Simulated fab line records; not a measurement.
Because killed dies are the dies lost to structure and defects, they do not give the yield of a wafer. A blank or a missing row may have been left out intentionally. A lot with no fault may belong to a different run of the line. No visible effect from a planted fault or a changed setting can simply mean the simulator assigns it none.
Chamber matching + flow sky130 + SKY_VIA3_ETCH_15 on rie_diel-01: 4 sister chambers
The step etches SiO2 in C4F8/O2/Ar, stops on TiN, target depth 507 nm, time 78 s. 8 wafers are shown with their chamber, then 9 later ones without.

== EACH WAFER AND ITS CHAMBER ==
| wafer  | chamber | oes_product_au (a.u.) |
|--------|---------|-----------------------|
| L081.5 | 0       | 0.944                 |
| L083.2 | 3       | 0.943                 |
| L084.1 | 0       | 0.934                 |
| L084.2 | 2       | 0.952                 |
| L084.3 | 1       | 0.934                 |
| L084.4 | 3       | 0.953                 |
| L084.5 | 2       | 0.947                 |
| L084.6 | 1       | 0.955                 |

== WAFERS MISSING THEIR CHAMBER ==
| wafer  | oes_product_au (a.u.) |
|--------|-----------------------|
| L087.1 | 0.945                 |
| L087.4 | 0.940                 |
| L087.5 | 0.950                 |
| L089.4 | 0.951                 |
| L089.5 | 0.947                 |
| L089.6 | 0.941                 |
| L094.2 | 0.955                 |
| L094.4 | 0.946                 |
| L094.5 | 0.950                 |

== WHICH CHAMBER EACH WENT THROUGH ==
| wafer  | from the rows above               | in truth |
|--------|-----------------------------------|----------|
| L087.1 | can't be placed: 1 or 3 or 2 or 0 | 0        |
| L087.4 | can't be placed: 0 or 1 or 3 or 2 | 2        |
| L087.5 | can't be placed: 2 or 3 or 1 or 0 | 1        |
| L089.4 | can't be placed: 2 or 3 or 1 or 0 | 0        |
| L089.5 | can't be placed: 3 or 1 or 2 or 0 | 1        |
| L089.6 | can't be placed: 0 or 1 or 3 or 2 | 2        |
| L094.2 | can't be placed: 2 or 3 or 1 or 0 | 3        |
| L094.4 | can't be placed: 1 or 3 or 2 or 0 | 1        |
| L094.5 | can't be placed: 2 or 3 or 1 or 0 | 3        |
Correctly placed: 0 of 9. From these rows, 9 cannot be placed; in 9 the true chamber is one of the candidates. Placed wrongly: 0.
How it was worked out, from the rows above alone: a wafer's distance from a chamber is the root of the sum, over the readings, of the square of ((its reading less the chamber's mean) divided by the reading's scatter). If the next closest chamber is less than 2 further off than the closest, the wafer can't be placed; otherwise it belongs to the closest. Each chamber's mean is taken over the wafers shown for it. The scatter: take each reading less its chamber's mean, square it, sum over the shown wafers, divide by the number of wafers less the number of chambers, and take the root.
